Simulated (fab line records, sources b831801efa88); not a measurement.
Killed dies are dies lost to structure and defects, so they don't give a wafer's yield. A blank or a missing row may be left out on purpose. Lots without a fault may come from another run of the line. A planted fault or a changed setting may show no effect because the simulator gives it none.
Which tool did it? | flow gf180mcu | 7 lots, 21 wafers sampled, at 2 steps of a route of 602

WHAT THE GAUGES READ, wafer by wafer
GF_SALICIDE_RS_MEAS_04: measures by four-point-probe.
lot  | measured     | on            | SALICIDE_TIN_RS (ohm/sq)
L399 | day 16 16:43 | film_metro-02 | 16.43 16.49 15.95
L401 | day 17 10:17 | film_metro-01 | 16.80 16.46 16.61
L403 | day 18 12:25 | film_metro-02 | 16.07 16.36 15.93
L407 | day 20 06:54 | film_metro-04 | 16.61 16.78 16.19
L411 | day 21 08:50 | film_metro-01 | 9.15 16.15 9.14
L414 | day 22 11:57 | film_metro-01 | 16.67 16.45 16.78
L417 | day 23 11:52 | film_metro-02 | 16.03 16.31 16.13

WHICH TOOL RAN EACH LOT (tool, then ch and the chambers of the sampled wafers, then the start)
lot  | GF_SALICIDE_SPUTTER_02
L399 | pvd_sputter-03, day 16 16:40
L401 | pvd_sputter-04, day 17 10:10
L403 | pvd_sputter-04, day 18 12:22
L407 | pvd_sputter-03, day 20 06:51
L411 | pvd_sputter-04, day 21 08:45
L414 | pvd_sputter-03, day 22 11:53
L417 | pvd_sputter-03, day 23 11:49
- GF_SALICIDE_SPUTTER_02: material Co, target thk 10 nm, time 20 s.

THE ANSWER, worked out from the rows above alone
Rule: what is usual is taken from the lots themselves. Put in order of their means at a reading, lots are off if they are a third of the lots or fewer, leave a main group of 4 or more, and stand apart from it by a gap of 3 or more times the standard deviation of the main group's means; of several such gaps the widest counts. A main group whose means are all the same, to the digits that the tables above print for the reading, isn't used. A lot without any number at a reading at which 4 lots or more have one is off too. The other lots that the step has rows for count as sound.
Off: L411, at GF_SALICIDE_RS_MEAS_04 (SALICIDE_TIN_RS). The main group: mean 16.39 ohm/sq, standard deviation 0.21.
A tool fits if, at a process step before that reading, it ran every lot that is off, and no sound lot after the first of them. The gauges at GF_SALICIDE_RS_MEAS_04 are tried like those tools. One fits: pvd_sputter-04 at GF_SALICIDE_SPUTTER_02. Its last sound lot is L403 (day 18 12:22), its first lot that is off L411 (day 21 08:45): a fault that began between those two fits.

WHAT THE SIMULATOR HAD PUT IN
Process parameter drift: pvd_sputter-04, from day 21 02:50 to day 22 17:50, at GF_SALICIDE_SPUTTER_02. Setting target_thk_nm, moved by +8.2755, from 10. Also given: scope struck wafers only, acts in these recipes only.
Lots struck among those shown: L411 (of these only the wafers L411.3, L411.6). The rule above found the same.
